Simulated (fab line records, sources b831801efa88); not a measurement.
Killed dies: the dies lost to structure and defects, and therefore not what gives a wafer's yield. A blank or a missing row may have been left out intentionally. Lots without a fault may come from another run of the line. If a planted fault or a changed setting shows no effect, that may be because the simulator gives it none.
Which of the tools did it? + flow sky130 + 9 lots with 27 wafers sampled at 7 steps, on a route of 708 steps

== WHAT EACH GAUGE READ, for each wafer ==
Not one reading of a measure or inspect step in the record can be checked against a usual standard deviation.

== TOOL THAT RAN EACH LOT (tool first, then ch and the chambers of the sampled wafers, then the start) ==
| lot  | SKY_METAL1_ETCH_18                | SKY_VIA1_CMP_24               | SKY_METAL2_ETCH_18                | SKY_METAL2_METAL_ETCH_19          | SKY_METAL2_STRIP_20                  | SKY_VIA2_CMP_02               | SKY_PAD_OPEN_PROBE_99   |
|------|-----------------------------------|-------------------------------|-----------------------------------|-----------------------------------|--------------------------------------|-------------------------------|-------------------------|
| L387 | rie metal-04 ch 0, day 32 14:40   | cmp-02 ch 0,2,3, day 33 20:02 | rie metal-04 ch 1, day 34 22:04   | rie metal-04 ch 1, day 34 22:08   | plasma asher-03 ch 0, day 34 22:14   | cmp-01 ch 1,2,3, day 34 23:05 | -                       |
| L390 | rie metal-01 ch 0,1, day 33 19:55 | cmp-02 ch 0,3, day 35 00:22   | rie metal-04 ch 0, day 36 03:55   | rie metal-04 ch 0, day 36 04:03   | plasma asher-02 ch 0,1, day 36 04:12 | cmp-01 ch 2,3, day 36 06:50   | prober-01, day 46 15:23 |
| L391 | rie metal-04 ch 0,1, day 33 21:58 | cmp-01 ch 0,1,2, day 35 02:04 | rie metal-02 ch 0,1, day 36 05:22 | rie metal-02 ch 0,1, day 36 05:26 | plasma asher-02 ch 0,1, day 36 05:32 | cmp-01 ch 1,3, day 36 07:08   | prober-02, day 46 16:50 |
| L394 | rie metal-01 ch 0,1, day 35 05:28 | cmp-01 ch 0,1, day 36 10:23   | rie metal-03 ch 0, day 37 12:53   | rie metal-03 ch 0, day 37 13:01   | plasma asher-02 ch 0,1, day 37 13:10 | cmp-02 ch 0,1,2, day 37 14:11 | -                       |
| L398 | rie metal-03 ch 0, day 36 18:32   | cmp-01 ch 0,1,2, day 37 22:45 | rie metal-03 ch 0,1, day 39 00:29 | rie metal-03 ch 0,1, day 39 00:34 | plasma asher-03 ch 0,1, day 39 00:39 | -                             | prober-01, day 48 18:34 |
| L399 | rie metal-01 ch 0,1, day 37 02:23 | cmp-02 ch 0,2,3, day 38 07:00 | rie metal-04 ch 0,1, day 39 08:32 | rie metal-04 ch 0,1, day 39 08:37 | plasma asher-03 ch 0,1, day 39 08:42 | -                             | prober-01, day 49 03:21 |
| L402 | rie metal-04 ch 0,1, day 37 15:05 | cmp-02 ch 0,1,2, day 38 18:51 | rie metal-03 ch 0,1, day 39 20:28 | rie metal-03 ch 0,1, day 39 20:32 | plasma asher-03 ch 0,1, day 39 20:38 | cmp-02 ch 1,2,3, day 39 21:28 | prober-01, day 49 12:13 |
| L407 | rie metal-04 ch 0,1, day 39 15:52 | cmp-01 ch 0,1, day 40 18:33   | rie metal-04 ch 0, day 41 18:40   | rie metal-04 ch 0, day 41 18:43   | plasma asher-02 ch 0,1, day 41 18:49 | cmp-01 ch 1,3, day 41 19:44   | -                       |
| L410 | rie metal-03 ch 0,1, day 40 02:04 | cmp-02 ch 0,1,3, day 41 04:15 | rie metal-04 ch 0,1, day 42 04:28 | rie metal-04 ch 0,1, day 42 04:31 | plasma asher-04 ch 0,1, day 42 04:37 | cmp-02 ch 0,2,3, day 42 05:23 | -                       |
- SKY_METAL1_ETCH_18: etches BARC in N2/H2, stops on SiO2, time 45.9 s, target depth 60 nm.
- SKY_VIA1_CMP_24: polishes, stops on SiO2, t overpolish 15 s, target thk 0 nm.
- SKY_METAL2_ETCH_18: etches BARC in N2/H2, stops on SiO2, time 45.9 s, target depth 60 nm.
- SKY_METAL2_METAL_ETCH_19: etches the open film in Cl2/BCl3, stops on SiO2, target depth 360 nm, time 78 s.
- SKY_METAL2_STRIP_20: strips in O2/N2.
- SKY_VIA2_CMP_02: polishes SiO2.
- SKY_PAD_OPEN_PROBE_99

== WHAT THE TOOLS THEMSELVES READ (means of the sampled wafers that have a number; where no wafer has one, the mark that the record gives instead) ==
SKY_METAL1_ETCH_18.
| lot  | tool         | bias w (W) | chamber pressure mTorr (mTorr) | drypump motor current A (A) | h2 flow sccm (sccm) | oes product au (a.u.) | throttle valve pct (%) |
|------|--------------|------------|--------------------------------|-----------------------------|---------------------|-----------------------|------------------------|
| L387 | rie metal-04 | 99.8       | 30.00                          | 6.3                         | 200.3               | 0.860                 | 13.224                 |
| L390 | rie metal-01 | 100.2      | 30.00                          | 5.2                         | 200.1               | 0.855                 | 13.236                 |
| L391 | rie metal-04 | 100.0      | 30.02                          | 5.6                         | 200.0               | 0.856                 | 13.225                 |
| L394 | rie metal-01 | 99.8       | 30.01                          | 5.6                         | 199.7               | 0.860                 | 13.219                 |
| L398 | rie metal-03 | 100.5      | 29.97                          | 6.8                         | 199.9               | 0.851                 | 13.227                 |
| L399 | rie metal-01 | 99.6       | 29.97                          | 5.6                         | 200.0               | 0.854                 | 13.224                 |
| L402 | rie metal-04 | 99.9       | 30.00                          | 5.6                         | 199.6               | 0.852                 | 13.228                 |
| L407 | rie metal-04 | 99.6       | 30.00                          | 6.0                         | 199.1               | 0.853                 | 13.225                 |
| L410 | rie metal-03 | 99.9       | 30.00                          | 5.9                         | 199.9               | 0.855                 | 13.224                 |

SKY_VIA1_CMP_24.
| lot  | tool   | motor current A (A) | overpolish run s (s) | time to endpoint s (s) |
|------|--------|---------------------|----------------------|------------------------|
| L387 | cmp-02 | 10.3                | 14.994               | 66                     |
| L390 | cmp-02 | 10.7                | 15.006               | 62                     |
| L391 | cmp-01 | 11.0                | 14.992               | 70                     |
| L394 | cmp-01 | 11.7                | 14.999               | 70                     |
| L398 | cmp-01 | 11.1                | 14.992               | 68                     |
| L399 | cmp-02 | 10.4                | 14.994               | 64                     |
| L402 | cmp-02 | 10.4                | 14.997               | 66                     |
| L407 | cmp-01 | 11.4                | 15.011               | 67                     |
| L410 | cmp-02 | 10.9                | 15.004               | 59                     |

SKY_METAL2_ETCH_18.
| lot  | tool         | bias w (W) | chamber pressure mTorr (mTorr) | drypump motor current A (A) | h2 flow sccm (sccm) | oes product au (a.u.) | throttle valve pct (%) |
|------|--------------|------------|--------------------------------|-----------------------------|---------------------|-----------------------|------------------------|
| L387 | rie metal-04 | 100.2      | 30.03                          | 5.3                         | 199.4               | 0.853                 | 13.215                 |
| L390 | rie metal-04 | 100.0      | 29.99                          | 6.3                         | 200.4               | 0.850                 | 13.227                 |
| L391 | rie metal-02 | 99.8       | 30.00                          | 5.3                         | 200.2               | 0.851                 | 13.223                 |
| L394 | rie metal-03 | 99.6       | 29.98                          | 6.8                         | 199.4               | 0.857                 | 13.216                 |
| L398 | rie metal-03 | -          | -                              | -                           | -                   | -                     | -                      |
| L399 | rie metal-04 | -          | -                              | -                           | -                   | -                     | -                      |
| L402 | rie metal-03 | 99.7       | 30.01                          | 5.9                         | 200.2               | 0.859                 | 13.219                 |
| L407 | rie metal-04 | 99.8       | 30.00                          | 6.3                         | 200.2               | 0.856                 | 13.221                 |
| L410 | rie metal-04 | 100.1      | 30.04                          | 5.6                         | 200.0               | 0.854                 | 13.235                 |

SKY_METAL2_METAL_ETCH_19.
| lot  | tool         | bcl3 flow sccm (sccm) | bias w (W) | drypump motor current A (A) | oes product au (a.u.) | throttle valve pct (%) |
|------|--------------|-----------------------|------------|-----------------------------|-----------------------|------------------------|
| L387 | rie metal-04 | 29.99                 | 48.42      | 5.3                         | 0.853                 | 22.258                 |
| L390 | rie metal-04 | 30.08                 | 48.44      | 6.3                         | 0.855                 | 22.267                 |
| L391 | rie metal-02 | 29.98                 | 48.47      | 5.3                         | 0.853                 | 22.267                 |
| L394 | rie metal-03 | 30.17                 | 48.50      | 6.8                         | 0.851                 | 22.262                 |
| L398 | rie metal-03 | 30.12                 | 48.68      | 6.3                         | 0.378                 | 22.272                 |
| L399 | rie metal-04 | 29.94                 | 48.54      | 6.0                         | 0.376                 | 22.268                 |
| L402 | rie metal-03 | 29.94                 | 48.63      | 5.9                         | 0.856                 | 22.256                 |
| L407 | rie metal-04 | 30.08                 | 48.46      | 6.3                         | 0.863                 | 22.274                 |
| L410 | rie metal-04 | 30.02                 | 48.57      | 5.6                         | 0.855                 | 22.261                 |

SKY_METAL2_STRIP_20.
| lot  | tool            | drypump motor current A (A) | oes product au (a.u.) | strip time to endpoint s (s) |
|------|-----------------|-----------------------------|-----------------------|------------------------------|
| L387 | plasma asher-03 | 6.5                         | 0.346                 | 2.73                         |
| L390 | plasma asher-02 | 5.7                         | 0.342                 | 2.71                         |
| L391 | plasma asher-02 | 5.7                         | 0.344                 | 2.73                         |
| L394 | plasma asher-02 | 5.7                         | 0.343                 | 2.67                         |
| L398 | plasma asher-03 | 6.2                         | 0.361                 | 3.16                         |
| L399 | plasma asher-03 | 6.2                         | 0.363                 | 3.22                         |
| L402 | plasma asher-03 | 6.2                         | 0.344                 | 2.69                         |
| L407 | plasma asher-02 | 5.5                         | 0.343                 | 2.79                         |
| L410 | plasma asher-04 | 5.3                         | 0.346                 | 2.75                         |

SKY_VIA2_CMP_02.
| lot  | tool   | motor current A (A) |
|------|--------|---------------------|
| L387 | cmp-01 | 11.5                |
| L390 | cmp-01 | 11.7                |
| L391 | cmp-01 | 11.4                |
| L394 | cmp-02 | 11.4                |
| L402 | cmp-02 | 11.0                |
| L407 | cmp-01 | 10.9                |
| L410 | cmp-02 | 11.3                |

SKY_PAD_OPEN_PROBE_99.
| lot  | tool      | defect limited yield (%) | killed_at_M0_to_M3 | killed_at_M4_up | killed at contacts | killed at front end | killed at other | killed dies | killed on rim | killed open | killed short | sort_bin_3_pad_short (%) | sort_bin_5_function (%) | sort_bin_6_memory (%) | sort n pass | sort yield pct (%) |
|------|-----------|--------------------------|--------------------|-----------------|--------------------|---------------------|-----------------|-------------|---------------|-------------|--------------|--------------------------|-------------------------|-----------------------|-------------|--------------------|
| L390 | prober-01 | 82.5                     | 44                 | 4.0             | 19                 | 18                  | 0.0             | 86          | 17            | 48          | 37           | 1.1                      | 10.0                    | 6.4                   | 406         | 82.5               |
| L391 | prober-02 | 82.6                     | 41                 | 2.7             | 27                 | 14                  | 0.7             | 86          | 18            | 46          | 39           | 0.9                      | 10.7                    | 5.8                   | 406         | 82.6               |
| L398 | prober-01 | 0.0                      | 454                | 4.0             | 17                 | 17                  | 1.0             | 492         | 96            | 50          | 38           | 1.0                      | 92.6                    | 6.4                   | 0           | 0.0                |
| L399 | prober-01 | 0.0                      | 447                | 3.0             | 26                 | 15                  | 0.7             | 492         | 96            | 48          | 40           | 0.9                      | 92.2                    | 6.9                   | 0           | 0.0                |
| L402 | prober-01 | 82.6                     | 39                 | 3.0             | 21                 | 22                  | 0.3             | 86          | 14            | 47          | 38           | 1.0                      | 10.4                    | 6.0                   | 406         | 82.6               |

== THE ANSWER, worked out from the rows above alone ==
Rule: the lots themselves supply what counts as usual. The widest of any qualifying gaps counts: lots, ordered by their means at a reading, are off when they make up no more than a third of the lots, leave a main group of 4 or more, and stand apart from it by 3 or more times the standard deviation of that group's means. If all means in a main group match to the digits the tables above print for the reading, that group is not used. Also off: a lot with no number at a reading for which 4 or more lots have one. All remaining lots with rows at the step are treated as sound. After the gauges, taken in route order, come the tools' own readings; for these a lot's mean is taken, as printed above. At the first step where some lot is off, the reading lying furthest off is the one used; lots without a number count as furthest.
Off: L398, L399, at SKY_METAL1_ETCH_18 (chamber pressure mTorr). The main group has a mean of 30.00 mTorr with a standard deviation of 0.0073.
If a tool, at that step or one of the process steps before it, ran each lot that is off and ran no sound lot following the first of them, it fits. Of those tried, none fits.

== WHAT WAS PUT IN BY THE SIMULATOR ==
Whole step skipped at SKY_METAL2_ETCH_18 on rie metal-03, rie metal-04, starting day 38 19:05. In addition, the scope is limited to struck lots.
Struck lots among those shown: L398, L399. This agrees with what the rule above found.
